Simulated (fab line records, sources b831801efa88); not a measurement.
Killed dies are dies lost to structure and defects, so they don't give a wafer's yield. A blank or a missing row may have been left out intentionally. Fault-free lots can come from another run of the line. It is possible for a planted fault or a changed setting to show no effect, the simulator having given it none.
Comparing a struck lot with a sound one -- flow sky130 -- 22 out of 708 route steps
Sound: the wafers L384.2, L384.5, L384.6. Struck: wafer L371.6; the same lot's L371.2 was not struck, so it is left out; see the end for the cause.
Per side, at each step with rows, come the tool, then ch with its chambers, and then its first start. Under that, the readings that differ: sound wafers -- struck wafers -- difference of the means -- sigmas: that difference in standard deviations of wafers without a fault.
alike: same words and numbers on both sides, and readings whose means sit less than 2 such deviations apart. not compared: any withheld reading, any reading some wafer has no value for, any bound like >300 that may hide the same value, and any number with overlapping values for which the record gives no deviation.
Wherever a step has rows on one side only, a row that says differs or no value, or a row with sigmas, the two part there. Numbers that have no deviation but don't overlap get no sigmas and don't part them. A reading missing from all wafers of one side parts the sides only when that side holds two or more wafers.

first, 2 steps without rows for these wafers: SKY_RES_PROTECT_DEVELOP_06 (develop time 60 s); SKY_POLY_GATE_IMPLANT_02.
SKY_RES_PROTECT_STRIP_07: strips in O2/N2.
  sound on plasma asher-02 ch 0,1, day 22 21:10; struck on plasma asher-04 ch 1, day 18 10:53
  alike: drypump motor current A, oes product au, strip time to endpoint s
  not compared: rf hours counter h
SKY_RES_PROTECT_TW_MEAS_08:
  sound on film metro-04, day 22 21:16; struck on film metro-04, day 18 10:59
  alike: POLY_GATE_TW
then, 2 steps without rows for these wafers: SKY_RES_PROTECT_CLEAN_09 (cleans in SC1/SC2, time 150 s); SKY_POLY_GATE_CVD_03 (deposits Si3N4 from DCS/NH3, target thk 75 nm, time 1290 s).
SKY_POLY_GATE_THK_MEAS_04:
  sound on film metro-02, day 22 23:31; struck on film metro-03, day 18 12:41
  alike: POLY_GATE_CVD_03_THK
then, 5 steps without rows for these wafers: SKY_POLY_GATE_DEHYDRATE_05 (time 60 s); SKY_POLY_GATE_HMDS_06 (prime time 60 s); SKY_POLY_GATE_COAT_07 (resist thk 110 nm); SKY_POLY_GATE_COAT_08 (resist thk 450 nm); SKY_POLY_GATE_SOFTBAKE_09 (time 90 s).
SKY_POLY_GATE_EXPOSE_10: exposes mask P1M, target cd 150 nm.
  sound on krf scanner-01 ch 0, day 23 13:50; struck on krf scanner-02 ch 0, day 19 03:31
  alike: mask, reticle temp C, stage vel mm s
then, 2 steps without rows for these wafers: SKY_POLY_GATE_PEB_11; SKY_POLY_GATE_DEVELOP_12 (develop time 60 s).
SKY_POLY_GATE_CD_MEAS_13: the cd target is 150 nm.
  sound on cd sem-01, day 24 05:10; struck on cd sem-01, day 19 17:23
reading,sound,struck,difference,sigmas
cd nm (nm),149.3 150.5 150.7,112.6,-37.6,-27
SKY_POLY_GATE_OVL_MEAS_14:
  sound on overlay-01, day 24 05:16; struck on overlay-02, day 19 17:29
  alike: POLY_GATE_OVL
SKY_POLY_GATE_ETCH_15: etches BARC in N2/H2, stops on SiO2, time 118.5 s, target depth 110 nm.
  sound on rie diel-03 ch 1,2, day 24 05:18; struck on rie diel-04 ch 0, day 19 17:31
reading,sound,struck,difference,sigmas
model.POLY_GATE.cd nm (nm),148.8 149.5 151.7,112.4,-37.6,
  alike: bias w, drypump motor current A, oes product au, throttle valve pct
  not compared: rf hours counter h
SKY_POLY_GATE_ETCH_16: etches Si3N4 in CH3F/O2, stops on poly-Si, time 147.5 s, target depth 75 nm.
  sound on rie diel-03 ch 1,2, day 24 05:23; struck on rie diel-04 ch 0, day 19 17:36
  alike: bias w, drypump motor current A, oes product au, throttle valve pct
  not compared: rf hours counter h
SKY_POLY_GATE_ETCH_17: etches poly-Si in HBr/Cl2, stops on SiO2, target depth 180 nm, time 70.5 s.
  sound on rie si-02 ch 1,3, day 24 05:29; struck on rie si-02 ch 1, day 19 17:42
reading,sound,struck,difference,sigmas
model.POLY_GATE.cd nm (nm),149.3 149.2 152.3,112.9,-37.4,
  alike: bias w, drypump motor current A, oes product au, throttle valve pct
  not compared: rf hours counter h
SKY_POLY_GATE_STRIP_18: strips in O2/N2.
  sound on plasma asher-01 ch 0,1, day 24 05:32; struck on plasma asher-04 ch 1, day 19 17:45
  alike: drypump motor current A, oes product au, strip time to endpoint s
  not compared: rf hours counter h
-- a jump in the record: the struck wafers' starts before and after are 28 days apart (it breaks off in module POLY_GATE and resumes in module PAD_OPEN, where the first step shown is number 708 of the route) --
SKY_PAD_OPEN_PROBE_99:
  sound on prober-02, day 50 16:21; struck on prober-01, day 48 02:36
reading,sound,struck,difference,sigmas
killed at front end,21 9 12,412,+398,+85
killed dies,95 86 90,482,+392,+40
killed on rim,15 21 20,95,+76,+17
  alike: killed_at_M0_to_M3, killed_at_M4_up, killed at contacts, killed at other, killed open, killed short

== WHERE THEY PART ==
Last at SKY_PAD_OPEN_PROBE_99 as far as this record goes, first at SKY_POLY_GATE_CD_MEAS_13.

WHY: the cause the simulator had injected
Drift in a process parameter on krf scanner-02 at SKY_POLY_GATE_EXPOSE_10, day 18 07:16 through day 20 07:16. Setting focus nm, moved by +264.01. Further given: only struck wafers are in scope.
